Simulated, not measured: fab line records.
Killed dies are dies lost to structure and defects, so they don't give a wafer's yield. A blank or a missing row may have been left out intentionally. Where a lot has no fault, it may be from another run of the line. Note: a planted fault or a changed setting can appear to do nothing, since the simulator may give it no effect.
Which tool is to blame? ; flow gf180mcu ; 11 lots with 33 wafers sampled at 3 steps, on a route of 602 steps

## WHAT THE GAUGES SHOWED, per wafer
GF_VT_IMPLANT_RS_MEAS_47: measurement is done with a four-point probe. Usual: NWELL_RS typically reads 488.1 ohm/sq, with standard deviation 1.2.
lot;measured;on;NWELL_RS (ohm/sq);flag
L621;day 7 11:40;film-metro-02;487.4 487.9 487.7;
L623;day 8 04:04;film-metro-03;486.3 487.1 488.6;
L629;day 9 17:49;film-metro-04;488.3 486.9 488.0;
L630;day 10 04:40;film-metro-03;489.0 485.9 486.5;
L631;day 10 10:35;film-metro-02;488.8 487.6 487.4;
L632;day 10 16:59;film-metro-02;466.2 468.4 466.2 465.9 468.2 466.6;OFF
L634;day 11 03:14;film-metro-02;463.6 465.7 465.2 464.1 464.7 464.8;OFF
L641;day 13 02:38;film-metro-02;489.6 489.3 487.7;
L642;day 13 13:28;film-metro-02;487.4 488.0 487.8;
L643;day 13 17:25;film-metro-03;490.9 489.4 489.1;
L644;day 14 00:44;film-metro-04;488.9 488.6 487.7;

GF_VT_IMPLANT_RS_MEAS_48: measurement is done with a four-point probe. Usual: LVPWELL_RS typically reads 1197 ohm/sq, with standard deviation 3.2.
lot;measured;on;LVPWELL_RS (ohm/sq);flag
L621;day 7 11:47;film-metro-02;1191 1194 1194;
L623;day 8 04:11;film-metro-03;1198 1195 1195;
L629;day 9 17:56;film-metro-04;1200 1194 1197;
L630;day 10 04:47;film-metro-03;1204 1205 1205;
L631;day 10 10:42;film-metro-02;1200 1198 1199;
L632;day 10 21:31;film-metro-02;1193 1195 1195;
L634;day 11 06:17;film-metro-02;1197 1200 1199;
L641;day 13 02:45;film-metro-02;1193 1201 1196;
L642;day 13 13:35;film-metro-02;1194 1197 1195;
L643;day 13 17:32;film-metro-03;1191 1190 1193;
L644;day 14 00:52;film-metro-04;1199 1195 1197;

## WHICH TOOL RAN EACH LOT (tool, then ch and the chambers of the sampled wafers, then the start)
lot;GF_NWELL_IMPLANT_08
L621;implanter-01 ch 0, day 3 06:25
L623;implanter-04 ch 0, day 3 18:02
L629;implanter-03 ch 0, day 5 01:23
L630;implanter-04 ch 0, day 5 09:08
L631;implanter-03 ch 0, day 5 14:26
L632;implanter-03 ch 0, day 5 20:41
L634;implanter-03 ch 0, day 6 05:49
L641;implanter-04 ch 0, day 7 20:44
L642;implanter-01 ch 0, day 8 04:11
L643;implanter-04 ch 0, day 8 08:11
L644;implanter-01 ch 0, day 8 14:35
- GF_NWELL_IMPLANT_08

## WHAT THE TOOLS THEMSELVES READ (means of the sampled wafers that have a number; where no wafer has one, the mark that the record gives instead)
GF_NWELL_IMPLANT_08. Usual: beam-energy-keV 450.03, standard deviation 0.13; beam-on-s 10.02 s, standard deviation 0.21; dose-ions-cm2 1.5003e+13, standard deviation 1.6e+10; faraday-current-uA 84.4, standard deviation 1.7.
lot;tool;beam-energy-keV;beam-on-s (s);dose-ions-cm2;faraday-current-uA;flag
L621;implanter-01;450.08;9.92;1.4999e+13;85.5;
L623;implanter-04;450.11;10.05;1.4970e+13;84.3;
L629;implanter-03;450.00;10.03;1.5011e+13;84.4;
L630;implanter-04;450.10;9.85;1.5014e+13;85.6;
L631;implanter-03;450.07;9.94;1.5016e+13;84.9;
L632;implanter-03;450.01;9.98;1.6408e+13;92.5;OFF
L634;implanter-03;449.97;9.95;1.6408e+13;93.0;OFF
L641;implanter-04;450.10;9.94;1.5002e+13;85.3;
L642;implanter-01;450.06;10.15;1.5007e+13;83.5;
L643;implanter-04;450.07;9.93;1.5005e+13;85.2;
L644;implanter-01;449.93;9.98;1.5005e+13;84.9;

## THE ANSWER, worked out from the rows above alone
Rule: a lot counts as off when the mean over its wafers that have a number is more than 3 standard deviations away from the usual mean. Also off: a lot with no number at a reading for which 4 or more lots have one. Where the step has rows for the other lots, those lots are counted as sound. First the gauges in route order, then the tools' own readings, where a lot's mean is used as printed above. The first step at which some lot is off is used, and at that step the reading that is off furthest; a lot without a number counts as furthest.
Off: L632, L634, at GF_VT_IMPLANT_RS_MEAS_47 (NWELL_RS).
If a tool, at a process step before that reading, ran all the lots that are off and no sound lot after the first of them, it fits. The gauges at GF_VT_IMPLANT_RS_MEAS_47 aren't tried: what is off there is off at GF_NWELL_IMPLANT_08 too, on other tools, and a gauge's error can't cause that. One fits: GF_NWELL_IMPLANT_08 on implanter-03. A fault onset in the window from L631 (day 5 14:26, its last sound lot) to L632 (day 5 20:41, its first lot off) fits.
The tool's own readings at GF_NWELL_IMPLANT_08 bear it out: on the lots that are off they differ by more than 5 times the standard deviation of the sound lots' means. dose-ions-cm2 reads 1.6408e+13 there against 1.5003e+13 on the sound lots; faraday-current-uA reads 92.8 there against 84.8 on the sound lots.

## WHAT THE SIMULATOR HAD PUT IN
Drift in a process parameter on implanter-03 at GF_NWELL_IMPLANT_08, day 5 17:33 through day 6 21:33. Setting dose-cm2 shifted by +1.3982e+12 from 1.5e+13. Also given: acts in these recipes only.
Struck lots among those shown: L632, L634. The rule above reached the same finding.
